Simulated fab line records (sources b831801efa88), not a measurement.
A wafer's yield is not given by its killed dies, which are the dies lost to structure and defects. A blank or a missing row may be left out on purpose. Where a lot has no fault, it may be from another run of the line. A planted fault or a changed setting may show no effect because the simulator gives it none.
fab line records ; flow gf180mcu ; part 1 of 2: steps 1 to 24 of 34
record: lots: 5; wafers: 15; last-day: 34
route steps=602 shown M3@423 V3@429 M4@456
lots that met no fault: from a run of the same line without faults
start-h: hours from the record's first day to the start of the lot's first wafer shown ; wait-h: time in hours since the lot's previous step ; " unchanged from the row above ; L1.1+2: several wafers, shown together as one row ; - no value, or no start was given ; * or withheld: withheld ; < > ~ a bound
route shown NAME@n: NAME is a module with steps in the file, n the number in the route of the first one ; usual: mean/standard deviation of fault-free wafers ; same: alike in all rows ; chamber/n: place in a boat ; sites: readings site by site ; _std_site: how widely they spread, as a standard deviation ; _edge_site: the outer-site mean with the inner-site mean subtracted ; radius-mm: for every site, how far away it sits from the centre of the wafer ; mask NAME#n: copy n ; behind: the tool/chamber that last shaped the wafer ; hold: why the lot went on hold/how many hours it stayed there/how the hold came to an end ; device: transistor that didn't switch, given as n, p or np ; end of line: tests of these same wafers at the route's end ; a step with no rows: only its recipe ; killed: dies lost to structure and defects at the first sort, not the wafer's yield ; map: a wafer's dies, x killed, . not, _ none there
set.NAME: the setting as run; set.NAME@STEP: as run at that earlier step ; model.NAME: the simulator's own value behind a step, which no gauge read
lots at some steps of the route; a table a step, a row a wafer
services: from which hour (start-h, from the record's first day; less than 0 if before it) a tool's chamber was out of use, for how many hours, and why
== steps ==
step: GF_M3_CD_MEAS_14
recipe: target-cd-nm: 280
usual: cd-nm: 280.1/1.4
lot.wafer;tool;chamber;start-h;wait-h;cd-nm
L088.1;cd-sem-02;-;606.78;0.1;280.1
L088.3;cd-sem-02;-;606.78;0.1;280.2
L088.6;cd-sem-02;-;606.78;0.1;279.4
L089.3;cd-sem-02;-;613.63;0.1;279.7
L089.4;cd-sem-02;-;613.63;0.1;280.0
L089.6;cd-sem-02;-;613.63;0.1;277.7
L090.1;cd-sem-01;-;617.59;0.1;282.5
L090.2;cd-sem-01;-;617.59;0.1;281.0
L090.4;cd-sem-01;-;617.59;0.1;282.2
L093.2;cd-sem-02;-;648.25;0.1;283.0
L093.4;cd-sem-02;-;648.25;0.1;283.6
L093.6;cd-sem-02;-;648.25;0.1;283.2
L096.2;cd-sem-01;-;673.00;0.1;281.1
L096.4;cd-sem-01;-;673.00;0.1;280.0
L096.6;cd-sem-01;-;673.00;0.1;280.5
step: GF_M3_OVL_MEAS_15
usual: M3_OVL: -2/5.3
lot.wafer;tool;chamber;start-h;wait-h;M3_OVL[nm]
L088.1;overlay-02;-;606.90;0.1;6
L088.3;overlay-02;-;606.90;0.1;1
L088.6;overlay-02;-;606.90;0.1;0
L089.3;overlay-01;-;613.72;0.1;-6
L089.4;overlay-01;-;613.72;0.1;-2
L089.6;overlay-01;-;613.72;0.1;-4
L090.1;overlay-02;-;617.71;0.1;-6
L090.2;overlay-02;-;617.71;0.1;2
L090.4;overlay-02;-;617.71;0.1;-1
L093.2;overlay-02;-;648.36;0.1;-1
L093.4;overlay-02;-;648.36;0.1;-4
L093.6;overlay-02;-;648.36;0.1;-7
L096.2;overlay-02;-;673.11;0.1;-12
L096.4;overlay-02;-;673.11;0.1;-8
L096.6;overlay-02;-;673.11;0.1;-4
step: GF_M3_METAL_ETCH_16
recipe: chemistry: Cl2/BCl3; mask-material: KrF; target-depth-nm: 750.8; stop-on: SiO2; pressure-mtorr: 8; icp-w: 800; bias-w: 140; Cl2_flow_sccm: 80; bcl3-flow-sccm: 40; time-s: 125.1
usual: chamber-pressure-mTorr: 7.999/0.011; drypump-motor-current-A: 5.9/0.37; oes-product-au: 0.989/0.0067; throttle-valve-pct: 28.230/0.011
same: time-s: 125.1
lot.wafer;tool;chamber;start-h;wait-h;chamber-pressure-mTorr;drypump-motor-current-A;oes-product-au;rf-hours-counter-h;throttle-valve-pct
L088.1;rie-metal-01;1;606.94;0.0;8.010;5.2;0.974;2;28.220
L088.3;rie-metal-01;1;606.94;0.0;7.996;5.2;0.977;-;28.225
L088.6;rie-metal-01;1;606.94;0.0;7.991;5.2;0.986;-;28.224
L089.3;rie-metal-04;1;613.79;0.1;7.995;5.7;0.975;-;28.252
L089.4;rie-metal-04;0;613.79;0.1;8.001;6.1;0.995;-;28.214
L089.6;rie-metal-04;0;613.79;0.1;8.006;6.1;0.993;-;28.242
L090.1;rie-metal-02;1;617.75;0.0;8.008;6.2;0.989;2;28.231
L090.2;rie-metal-02;0;617.75;0.0;8.006;6.0;0.984;10;28.229
L090.4;rie-metal-02;0;617.75;0.0;7.994;6.0;0.985;-;28.239
L093.2;rie-metal-02;0;648.39;0.0;7.997;6.0;0.989;11;28.240
L093.4;rie-metal-02;1;648.39;0.0;7.994;6.2;0.985;-;28.233
L093.6;rie-metal-02;1;648.39;0.0;8.005;6.2;0.996;-;28.246
L096.2;rie-metal-01;1;673.14;0.0;8.001;5.2;0.995;5;28.236
L096.4;rie-metal-01;1;673.14;0.0;8.008;5.2;0.990;-;28.229
L096.6;rie-metal-01;1;673.14;0.0;7.991;5.2;0.990;-;28.251
step: GF_M3_STRIP_17
recipe: chemistry: O2/N2; power-w: 1400; pressure-mtorr: 1500; platen-temp-c: 250; o2-flow-sccm: 3000; n2-flow-sccm: 300; overash-fraction: 0.5
usual: chamber-pressure-mTorr: 1500.0/1.3; drypump-motor-current-A: 5.6/0.34; heater-power-w: 334/26; oes-product-au: 0.538/0.0054; strip-time-to-endpoint-s: 7.38/0.07
lot.wafer;tool;chamber;start-h;wait-h;chamber-pressure-mTorr;drypump-motor-current-A;heater-power-w;oes-product-au;rf-hours-counter-h;strip-time-to-endpoint-s
L088.1;plasma-asher-04;1;607.07;0.1;1499.8;5.5;330;0.537;54;7.42
L088.3;plasma-asher-04;0;607.07;0.1;1501.2;5.7;374;0.538;-;7.37
L088.6;plasma-asher-04;0;607.07;0.1;1498.2;5.7;368;0.540;-;7.41
L089.3;plasma-asher-04;0;613.91;0.1;1500.0;5.7;373;0.539;-;7.50
L089.4;plasma-asher-04;1;613.91;0.1;1498.7;5.5;326;0.546;-;7.46
L089.6;plasma-asher-04;0;613.91;0.1;1501.9;5.7;371;0.540;-;7.44
L090.1;plasma-asher-04;1;617.88;0.1;1499.9;5.5;332;0.538;55;7.41
L090.2;plasma-asher-04;0;617.88;0.1;1499.4;5.7;359;0.544;55;7.47
L090.4;plasma-asher-04;1;617.88;0.1;1501.1;5.5;332;0.542;-;7.44
L093.2;plasma-asher-03;0;648.52;0.1;1499.8;5.4;293;0.545;96;7.40
L093.4;plasma-asher-03;0;648.52;0.1;1500.2;5.4;299;0.539;-;7.43
L093.6;plasma-asher-03;0;648.52;0.1;1501.6;5.4;287;0.534;-;7.40
L096.2;plasma-asher-04;1;673.27;0.1;1499.5;5.5;334;0.539;62;7.40
L096.4;plasma-asher-04;1;673.27;0.1;1501.2;5.5;324;0.552;-;7.38
L096.6;plasma-asher-04;1;673.27;0.1;1500.6;5.5;319;0.541;-;7.40
step: GF_M3_STRIP_18
recipe: chemistry: post-etch-residue-remover; time-s: 1200; temp-c: 72.5
same: time-s: 1200
lot.wafer;tool;chamber;start-h;wait-h
L088.1+3+6;wet-bench-03;0;607.17;0.1
L089.3+4+6;wet-bench-04;3;613.98;0.0
L090.1+2+4;wet-bench-01;0;617.98;0.1
L093.2+4+6;wet-bench-01;2;648.62;0.1
L096.2+4+6;wet-bench-03;2;673.37;0.1
step: GF_M3_CLEAN_19
recipe: chemistry: DIW; dry: n2-spin
lot.wafer;tool;chamber;start-h;wait-h
L088.1+3+6;wet-bench-04;0;607.51;0.0
L089.3+4+6;wet-bench-03;0;614.32;0.0
L090.1+2+4;wet-bench-03;0;618.72;0.0
L093.2+4+6;wet-bench-03;1;648.96;0.0
L096.2+4+6;wet-bench-04;0;673.71;0.0
step: GF_V3_CVD_00
recipe: material: SiO2; target-thk-nm: 600; sigma-open-frac: 0.3; temp-c: 400; time-s: 100; sih4-flow-sccm: 60; pressure-mtorr: 6
usual: pressure-mtorr: 6.002/0.011
same: time-s: 100
lot.wafer;tool;chamber;start-h;wait-h;pressure-mtorr
L088.1;hdpcvd-02;1;607.60;0.0;6.001
L088.3;hdpcvd-02;2;607.60;0.0;5.993
L088.6;hdpcvd-02;2;607.60;0.0;6.003
L089.3;hdpcvd-02;1;614.41;0.0;5.999
L089.4;hdpcvd-02;2;614.41;0.0;5.995
L089.6;hdpcvd-02;0;614.41;0.0;6.004
L090.1;hdpcvd-02;2;618.81;0.0;6.010
L090.2;hdpcvd-02;1;618.81;0.0;6.006
L090.4;hdpcvd-02;2;618.81;0.0;6.013
L093.2;hdpcvd-02;2;649.05;0.0;5.998
L093.4;hdpcvd-02;2;649.05;0.0;5.983
L093.6;hdpcvd-02;0;649.05;0.0;5.989
L096.2;hdpcvd-02;2;673.80;0.0;5.997
L096.4;hdpcvd-02;1;673.80;0.0;6.001
L096.6;hdpcvd-02;2;673.80;0.0;6.014
step: GF_V3_THK_MEAS_01
recipe: reads: SiO2_of_V3_CVD_00
usual: V3_CVD_00_THK: 602/8.4
lot.wafer;tool;chamber;start-h;wait-h;V3_CVD_00_THK[nm]
L088.1;film-metro-01;-;607.68;0.0;611
L088.3;film-metro-01;-;607.68;0.0;598
L088.6;film-metro-01;-;607.68;0.0;601
L089.3;film-metro-03;-;614.50;0.1;616
L089.4;film-metro-03;-;614.50;0.1;599
L089.6;film-metro-03;-;614.50;0.1;605
L090.1;film-metro-03;-;618.89;0.0;604
L090.2;film-metro-03;-;618.89;0.0;610
L090.4;film-metro-03;-;618.89;0.0;607
L093.2;film-metro-03;-;649.13;0.0;597
L093.4;film-metro-03;-;649.13;0.0;590
L093.6;film-metro-03;-;649.13;0.0;598
L096.2;film-metro-03;-;673.88;0.0;605
L096.4;film-metro-03;-;673.88;0.0;618
L096.6;film-metro-03;-;673.88;0.0;605
step: GF_V3_CVD_02
recipe: material: SiO2; target-thk-nm: 850; precursor: TEOS; temp-c: 400; time-s: 94.851; rf-w: 600
usual: heater-power-w: 627/94
same: time-s: 94.851
lot.wafer;tool;chamber;start-h;wait-h;heater-power-w
L088.1;pecvd-01;2;607.74;0.1;579
L088.3;pecvd-01;1;607.74;0.1;547
L088.6;pecvd-01;0;607.74;0.1;649
L089.3;pecvd-03;1;614.54;0.0;734
L089.4;pecvd-03;1;614.54;0.0;783
L089.6;pecvd-03;0;614.54;0.0;535
L090.1;pecvd-04;1;618.95;0.1;837
L090.2;pecvd-04;2;618.95;0.1;627
L090.4;pecvd-04;1;618.95;0.1;681
L093.2;pecvd-03;0;649.18;0.0;523
L093.4;pecvd-03;0;649.18;0.0;418
L093.6;pecvd-03;1;649.18;0.0;825
L096.2;pecvd-01;1;673.93;0.0;556
L096.4;pecvd-01;1;673.93;0.0;439
L096.6;pecvd-01;2;673.93;0.0;679
step: GF_V3_THK_MEAS_03
recipe: reads: SiO2_of_V3_CVD_02
usual: V3_CVD_02_THK: 849/13
lot.wafer;tool;chamber;start-h;wait-h;V3_CVD_02_THK[nm]
L088.1;film-metro-02;-;607.80;0.0;830
L088.3;film-metro-02;-;607.80;0.0;823
L088.6;film-metro-02;-;607.80;0.0;862
L089.3;film-metro-02;-;614.63;0.1;844
L089.4;film-metro-02;-;614.63;0.1;866
L089.6;film-metro-02;-;614.63;0.1;862
L090.1;film-metro-01;-;619.02;0.0;816
L090.2;film-metro-01;-;619.02;0.0;820
L090.4;film-metro-01;-;619.02;0.0;828
L093.2;film-metro-02;-;649.26;0.0;840
L093.4;film-metro-02;-;649.26;0.0;851
L093.6;film-metro-02;-;649.26;0.0;847
L096.2;film-metro-02;-;674.01;0.0;840
L096.4;film-metro-02;-;674.01;0.0;849
L096.6;film-metro-02;-;674.01;0.0;865
step: GF_V3_CMP_04
recipe: material: SiO2; down-force-psi: 4; platen-rpm: 60; pad-velocity-m-s: 0.94248
usual: motor-current-A: 12.4/0.95; time-to-endpoint-s: 78/6.2
lot.wafer;tool;chamber;start-h;wait-h;motor-current-A;time-to-endpoint-s
L088.1;cmp-01;0;607.96;0.1;15.1;64
L088.3;cmp-01;1;607.96;0.1;11.6;68
L088.6;cmp-01;2;607.96;0.1;12.3;84
L089.3;cmp-01;1;614.67;0.0;11.5;75
L089.4;cmp-01;2;614.67;0.0;12.1;86
L089.6;cmp-01;1;614.67;0.0;10.9;86
L090.2;cmp-01;0;619.08;0.0;14.2;59
L090.4;cmp-01;1;619.08;0.0;11.0;71
L090.1;cmp-01;2;619.08;0.0;13.2;67
L093.4;cmp-02;1;649.36;0.1;11.9;79
L093.2;cmp-02;3;649.36;0.1;12.8;83
L093.6;cmp-02;1;649.36;0.1;11.9;81
L096.2;cmp-02;3;674.06;0.0;12.7;76
L096.4;cmp-02;2;674.06;0.0;12.7;71
L096.6;cmp-02;0;674.06;0.0;13.1;87
step: GF_V3_BOW_MEAS_05
recipe: mode: bow
usual: V3_BOW: 119/7.8
lot.wafer;tool;chamber;start-h;wait-h;V3_BOW[um]
L088.1;film-metro-02;-;608.16;0.1;121
L088.3;film-metro-02;-;608.16;0.1;130
L088.6;film-metro-02;-;608.16;0.1;131
L089.3;film-metro-02;-;615.01;0.3;115
L089.4;film-metro-02;-;615.01;0.3;119
L089.6;film-metro-02;-;615.01;0.3;127
L090.1;film-metro-02;-;619.40;0.2;121
L090.2;film-metro-02;-;619.40;0.2;115
L090.4;film-metro-02;-;619.40;0.2;131
L093.2;film-metro-03;-;649.68;0.2;106
L093.4;film-metro-03;-;649.68;0.2;120
L093.6;film-metro-03;-;649.68;0.2;110
L096.2;film-metro-03;-;674.38;0.3;118
L096.4;film-metro-03;-;674.38;0.3;115
L096.6;film-metro-03;-;674.38;0.3;125
step: GF_V3_DEHYDRATE_06
recipe: temp-c: 200; time-s: 60
usual: resist-line-temp-C: 23.01/0.12
same: time-s: 60
lot.wafer;tool;chamber;start-h;wait-h;resist-line-temp-C
L088.1;litho-track-02;0;617.98;9.8;23.19
L088.3;litho-track-02;0;617.98;9.8;23.30
L088.6;litho-track-02;0;617.98;9.8;23.20
L089.3;litho-track-01;0;625.65;10.6;23.14
L089.4;litho-track-01;0;625.65;10.6;23.08
L089.6;litho-track-01;0;625.65;10.6;23.01
L090.1;litho-track-01;0;629.20;9.8;23.12
L090.2;litho-track-01;0;629.20;9.8;22.98
L090.4;litho-track-01;0;629.20;9.8;23.00
L093.2;litho-track-02;0;658.41;8.7;23.00
L093.4;litho-track-02;0;658.41;8.7;22.85
L093.6;litho-track-02;0;658.41;8.7;22.78
L096.2;litho-track-03;0;683.54;9.1;23.06
L096.4;litho-track-03;0;683.54;9.1;23.08
L096.6;litho-track-03;0;683.54;9.1;23.02
step: GF_V3_HMDS_07
recipe: prime-time-s: 60; prime-temp-c: 120
usual: resist-line-temp-C: 23.04/0.1
lot.wafer;tool;chamber;start-h;wait-h;resist-line-temp-C
L088.1;litho-track-02;0;618.13;0.1;23.10
L088.3;litho-track-02;0;618.13;0.1;22.94
L088.6;litho-track-02;0;618.13;0.1;23.01
L089.3;litho-track-01;0;625.80;0.1;23.08
L089.4;litho-track-01;0;625.80;0.1;23.16
L089.6;litho-track-01;0;625.80;0.1;23.11
L090.1;litho-track-01;0;629.35;0.1;22.93
L090.2;litho-track-01;0;629.35;0.1;23.14
L090.4;litho-track-01;0;629.35;0.1;22.84
L093.2;litho-track-02;0;658.56;0.1;23.09
L093.4;litho-track-02;0;658.56;0.1;23.11
L093.6;litho-track-02;0;658.56;0.1;23.08
L096.2;litho-track-03;0;683.69;0.1;23.16
L096.4;litho-track-03;0;683.69;0.1;23.34
L096.6;litho-track-03;0;683.69;0.1;23.18
step: GF_V3_COAT_08
recipe: resist: BARC; temp-c: withheld; time-s: withheld; spin-rpm: withheld; resist-thk-nm: withheld
usual: resist-line-temp-C: *
lot.wafer;tool;chamber;start-h;wait-h;resist-line-temp-C
L088.1;litho-track-02;0;618.28;0.1;*
L088.3;litho-track-02;0;618.28;0.1;*
L088.6;litho-track-02;0;618.28;0.1;*
L089.3;litho-track-01;0;625.95;0.1;*
L089.4;litho-track-01;0;625.95;0.1;*
L089.6;litho-track-01;0;625.95;0.1;*
L090.1;litho-track-01;0;629.50;0.1;*
L090.2;litho-track-01;0;629.50;0.1;*
L090.4;litho-track-01;0;629.50;0.1;*
L093.2;litho-track-02;0;658.71;0.1;*
L093.4;litho-track-02;0;658.71;0.1;*
L093.6;litho-track-02;0;658.71;0.1;*
L096.2;litho-track-03;0;683.84;0.1;*
L096.4;litho-track-03;0;683.84;0.1;*
L096.6;litho-track-03;0;683.84;0.1;*
step: GF_V3_COAT_09
recipe: resist: KrF; spin-rpm: withheld; resist-thk-nm: 1000
usual: resist-line-temp-C: 23.02/0.096
lot.wafer;tool;chamber;start-h;wait-h;resist-line-temp-C
L088.1;litho-track-02;0;-;-;22.84
L088.3;litho-track-02;0;-;-;23.10
L088.6;litho-track-02;0;-;-;23.09
L089.3;litho-track-01;0;-;-;23.10
L089.4;litho-track-01;0;-;-;23.05
L089.6;litho-track-01;0;-;-;23.03
L090.1;litho-track-01;0;-;-;23.11
L090.2;litho-track-01;0;-;-;23.14
L090.4;litho-track-01;0;-;-;23.03
L093.2;litho-track-02;0;-;-;22.75
L093.4;litho-track-02;0;-;-;22.89
L093.6;litho-track-02;0;-;-;23.02
L096.2;litho-track-03;0;-;-;23.15
L096.4;litho-track-03;0;-;-;23.07
L096.6;litho-track-03;0;-;-;23.12
step: GF_V3_SOFTBAKE_10
recipe: temp-c: 130; time-s: 60; resist: KrF
usual: resist-line-temp-C: 22.99/0.11
same: time-s: 60
lot.wafer;tool;chamber;start-h;wait-h;resist-line-temp-C
L088.1;litho-track-02;0;-;-;23.13
L088.3;litho-track-02;0;-;-;22.77
L088.6;litho-track-02;0;-;-;23.04
L089.3;litho-track-01;0;-;-;23.04
L089.4;litho-track-01;0;-;-;22.96
L089.6;litho-track-01;0;-;-;23.07
L090.1;litho-track-01;0;-;-;23.00
L090.2;litho-track-01;0;-;-;22.98
L090.4;litho-track-01;0;-;-;23.06
L093.2;litho-track-02;0;-;-;23.03
L093.4;litho-track-02;0;-;-;23.09
L093.6;litho-track-02;0;-;-;23.14
L096.2;litho-track-03;0;-;-;22.75
L096.4;litho-track-03;0;-;-;22.92
L096.6;litho-track-03;0;-;-;22.91
step: GF_V3_EXPOSE_11
recipe: mask-id: Via3; target-cd-nm: 260; na: 0.68; source-shape: conventional; sigma-outer: 0.6; dose-mj: 38
usual: exposure-dose-mJ-cm2: 37.94/0.042
same: na: 0.68
lot.wafer;tool;chamber;start-h;wait-h;mask;exposure-dose-mJ-cm2
L088.1;krf-scanner-02;0;-;-;Via3#0;37.90
L088.3;krf-scanner-02;0;-;-;Via3#0;37.88
L088.6;krf-scanner-02;0;-;-;Via3#0;37.88
L089.3;krf-scanner-02;0;-;-;Via3#0;37.93
L089.4;krf-scanner-02;0;-;-;Via3#0;37.99
L089.6;krf-scanner-02;0;-;-;Via3#0;37.99
L090.1;krf-scanner-01;0;-;-;Via3#0;37.86
L090.2;krf-scanner-01;0;-;-;Via3#0;37.90
L090.4;krf-scanner-01;0;-;-;Via3#0;37.88
L093.2;krf-scanner-02;0;-;-;Via3#0;37.94
L093.4;krf-scanner-02;0;-;-;Via3#0;37.88
L093.6;krf-scanner-02;0;-;-;Via3#0;37.90
L096.2;krf-scanner-01;0;-;-;Via3#0;37.88
L096.4;krf-scanner-01;0;-;-;Via3#0;37.91
L096.6;krf-scanner-01;0;-;-;Via3#0;37.90
step: GF_V3_PEB_12
recipe: peb-temp-c: 135; peb-time-s: 90; resist: KrF
usual: resist-line-temp-C: 22.99/0.088
lot.wafer;tool;chamber;start-h;wait-h;resist-line-temp-C
L088.1;litho-track-03;0;-;-;22.93
L088.3;litho-track-03;0;-;-;22.99
L088.6;litho-track-03;0;-;-;22.93
L089.3;litho-track-02;0;-;-;23.02
L089.4;litho-track-02;0;-;-;23.05
L089.6;litho-track-02;0;-;-;23.04
L090.1;litho-track-02;0;-;-;22.98
L090.2;litho-track-02;0;-;-;22.98
L090.4;litho-track-02;0;-;-;23.02
L093.2;litho-track-02;0;-;-;22.97
L093.4;litho-track-02;0;-;-;22.87
L093.6;litho-track-02;0;-;-;23.06
L096.2;litho-track-01;0;-;-;22.94
L096.4;litho-track-01;0;-;-;23.07
L096.6;litho-track-01;0;-;-;22.91
step: GF_V3_DEVELOP_13
recipe: develop-time-s: 60; resist: KrF; dev-temp-c: 21
usual: developer-temp-C: 20.99/0.11; resist-line-temp-C: 23.00/0.1
lot.wafer;tool;chamber;start-h;wait-h;developer-temp-C;resist-line-temp-C
L088.1;litho-track-03;0;628.96;0.2;20.85;22.97
L088.3;litho-track-03;0;628.96;0.2;20.82;22.95
L088.6;litho-track-03;0;628.96;0.2;20.83;22.88
L089.3;litho-track-02;0;635.08;0.1;20.93;23.06
L089.4;litho-track-02;0;635.08;0.1;20.76;23.05
L089.6;litho-track-02;0;635.08;0.1;20.99;22.92
L090.1;litho-track-02;0;639.38;0.2;21.05;23.17
L090.2;litho-track-02;0;639.38;0.2;20.94;23.26
L090.4;litho-track-02;0;639.38;0.2;21.03;23.11
L093.2;litho-track-02;0;669.11;0.2;20.87;23.00
L093.4;litho-track-02;0;669.11;0.2;21.00;22.90
L093.6;litho-track-02;0;669.11;0.2;21.05;22.93
L096.2;litho-track-01;0;693.57;0.2;21.02;22.88
L096.4;litho-track-01;0;693.57;0.2;21.05;23.08
L096.6;litho-track-01;0;693.57;0.2;21.02;23.02
step: GF_V3_CD_MEAS_14
recipe: target-cd-nm: 260
usual: cd-nm: 260.1/1.6
lot.wafer;tool;chamber;start-h;wait-h;cd-nm
L088.1;cd-sem-02;-;629.11;0.1;260.2
L088.3;cd-sem-02;-;629.11;0.1;261.9
L088.6;cd-sem-02;-;629.11;0.1;261.8
L089.3;cd-sem-01;-;635.22;0.1;259.4
L089.4;cd-sem-01;-;635.22;0.1;258.7
L089.6;cd-sem-01;-;635.22;0.1;259.0
L090.1;cd-sem-01;-;639.53;0.1;259.4
L090.2;cd-sem-01;-;639.53;0.1;262.3
L090.4;cd-sem-01;-;639.53;0.1;261.1
L093.2;cd-sem-01;-;669.25;0.1;261.7
L093.4;cd-sem-01;-;669.25;0.1;261.8
L093.6;cd-sem-01;-;669.25;0.1;261.5
L096.2;cd-sem-01;-;693.72;0.1;259.3
L096.4;cd-sem-01;-;693.72;0.1;260.2
L096.6;cd-sem-01;-;693.72;0.1;259.2
step: GF_V3_OVL_MEAS_15
usual: V3_OVL: 1/5.1
lot.wafer;tool;chamber;start-h;wait-h;V3_OVL[nm]
L088.1;overlay-01;-;629.23;0.1;-3
L088.3;overlay-01;-;629.23;0.1;-1
L088.6;overlay-01;-;629.23;0.1;5
L089.3;overlay-02;-;635.32;0.1;-6
L089.4;overlay-02;-;635.32;0.1;2
L089.6;overlay-02;-;635.32;0.1;-5
L090.1;overlay-02;-;639.65;0.1;1
L090.2;overlay-02;-;639.65;0.1;0
L090.4;overlay-02;-;639.65;0.1;-1
L093.2;overlay-02;-;669.36;0.1;13
L093.4;overlay-02;-;669.36;0.1;12
L093.6;overlay-02;-;669.36;0.1;12
L096.2;overlay-02;-;693.82;0.1;8
L096.4;overlay-02;-;693.82;0.1;5
L096.6;overlay-02;-;693.82;0.1;7
step: GF_V3_ETCH_16
recipe: chemistry: N2/H2; target-depth-a: withheld; overetch-a: withheld; time-s: withheld; target: BARC; ion-energy-ev: 200; source-w: 500; bias-w: 100; pressure-mtorr: 30; n2-flow-sccm: 100; h2-flow-sccm: 200
usual: chamber-pressure-mTorr: 30.000/0.027; drypump-motor-current-A: 5.8/0.52; oes-product-au: 0.856/0.0053; throttle-valve-pct: 13.223/0.009
lot.wafer;tool;chamber;start-h;wait-h;chamber-pressure-mTorr;drypump-motor-current-A;oes-product-au;throttle-valve-pct
L088.1;rie-diel-02;2;629.27;0.0;29.968;6.1;0.857;13.223
L088.3;rie-diel-02;3;629.27;0.0;29.976;5.4;0.848;13.232
L088.6;rie-diel-02;2;629.27;0.0;30.033;6.1;0.857;13.217
L089.3;rie-diel-02;3;635.34;0.0;30.057;5.4;0.863;13.213
L089.4;rie-diel-02;2;635.34;0.0;29.984;6.1;0.849;13.221
L089.6;rie-diel-02;1;635.34;0.0;30.003;5.5;0.855;13.217
L090.1;rie-diel-02;3;639.69;0.0;29.977;5.4;0.857;13.220
L090.2;rie-diel-02;2;639.69;0.0;30.019;6.1;0.856;13.210
L090.4;rie-diel-02;1;639.69;0.0;29.998;5.6;0.861;13.206
L093.2;rie-diel-04;2;669.39;0.0;30.012;5.8;0.852;13.220
L093.4;rie-diel-04;0;669.39;0.0;30.015;6.7;0.867;13.217
L093.6;rie-diel-04;0;669.39;0.0;30.023;6.7;0.861;13.222
L096.2;rie-diel-01;0;693.85;0.0;29.982;5.8;0.855;13.229
L096.4;rie-diel-01;1;693.85;0.0;29.979;6.0;0.863;13.223
L096.6;rie-diel-01;2;693.85;0.0;30.000;5.8;0.858;13.237
step: GF_V3_ETCH_17
recipe: chemistry: C4F8/O2/Ar; mask-material: KrF; target: SiO2; stop-on: TiN; source-w: 1500; bias-w: 1200; pressure-mtorr: 40; c4f8-flow-sccm: withheld; O2_flow_sccm: 6; Ar_flow_sccm: 300; time-s: withheld; target-depth-a: 6350
usual: chamber-pressure-mTorr: 40.00/0.039; oes-product-au: 0.855/0.0049
lot.wafer;tool;chamber;start-h;wait-h;chamber-pressure-mTorr;oes-product-au
L088.1;rie-diel-02;2;-;-;40.10;0.859
L088.3;rie-diel-02;3;-;-;39.98;0.857
L088.6;rie-diel-02;2;-;-;40.01;0.859
L089.3;rie-diel-02;3;-;-;40.04;0.858
L089.4;rie-diel-02;2;-;-;39.96;0.854
L089.6;rie-diel-02;1;-;-;40.04;0.858
L090.1;rie-diel-02;3;-;-;40.03;0.855
L090.2;rie-diel-02;2;-;-;39.95;0.855
L090.4;rie-diel-02;1;-;-;40.01;0.849
L093.2;rie-diel-04;2;-;-;40.03;0.858
L093.4;rie-diel-04;0;-;-;40.06;0.863
L093.6;rie-diel-04;0;-;-;40.00;0.860
L096.2;rie-diel-01;0;-;-;40.07;0.858
L096.4;rie-diel-01;1;-;-;40.01;0.857
L096.6;rie-diel-01;2;-;-;40.02;0.860
